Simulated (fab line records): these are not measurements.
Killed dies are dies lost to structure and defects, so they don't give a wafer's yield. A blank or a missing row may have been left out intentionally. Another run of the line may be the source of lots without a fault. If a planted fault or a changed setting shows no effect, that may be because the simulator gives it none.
2 desks looking at one fault	flow gf180mcu	what lay behind the numbers comes last; until then each desk has only its own

== AT THE METROLOGY DESK ==
What the gauges read, lot by lot, whatever tool the lot ran on: means of the sampled wafers that have a number. The brackets show how far a lot's mean lies from the usual mean; more than 4 standard deviations puts the lot out of limits, marked OUT.
Columns: A = M2_ALCU_THK at GF_M2_THK_MEAS_06, usual 452 nm; B = cd_nm at GF_M2_CD_MEAS_14, usual 279.9 nm
lot	first seen here	A	B
L617	day 18 03:43	452	280.1
L621	day 19 20:39	448	265.6 (-12) OUT
L628	day 22 12:26	451	278.3
L629	day 22 21:59	451	278.7
L630	day 23 03:50	457	279.3
L631	day 23 10:37	454	279.0
L632	day 23 22:31	448	281.0
L633	day 24 04:11	455	280.7
L636	day 25 00:14	445	279.9
L637	day 25 08:10	453	279.4
L640	day 26 02:55	446	278.7
This desk's finding: out of limits on L621; first on L621, day 20 21:04 (cd_nm at GF_M2_CD_MEAS_14). In limits: L617, L628, L629, L630, L631, L632, L633, L636, L637, L640.

== DESK OF THE TOOL OWNER: krf_scanner-02 ==
The tool's own readings at GF_M2_EXPOSE_11 (exposes mask Metal2, target cd 280 nm): means of the sampled wafers that have a number, for each lot that ran on this tool. The brackets show how far a lot's mean lies from the usual mean; more than 4 standard deviations puts the lot out of limits, marked OUT.
Columns: A = exposure_dose_mJ_cm2 at GF_M2_EXPOSE_11, usual 27.87
lot	first seen here	A
L617	day 18 15:56	27.92
L621	day 20 09:14	27.08 (-26) OUT
L628	day 23 00:06	27.82
L630	day 23 15:28	27.90
L631	day 23 21:49	27.86
L632	day 24 09:34	27.89
L640	day 26 13:26	27.86
This desk's finding: out of limits on L621; first on L621, day 20 09:14 (exposure_dose_mJ_cm2 at GF_M2_EXPOSE_11). In limits: L617, L628, L630, L631, L632, L640.

== BROUGHT TOGETHER ==
An alarm could have come from the tool owner's desk at day 20 09:14, on L621.
The metrology desk could have raised an alarm at day 20 21:04, on L621.
On krf_scanner-02, each named lot ran GF_M2_EXPOSE_11.

== WHAT THE SIMULATOR HAD PUT IN ==
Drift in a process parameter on krf_scanner-02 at GF_M2_EXPOSE_11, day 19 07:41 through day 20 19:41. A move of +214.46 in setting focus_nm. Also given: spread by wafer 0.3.
Lots struck among those shown: L621.
Hours from the fault's start to each desk's first reading out of limits: the tool owner's desk, 26; the metrology desk, 37.
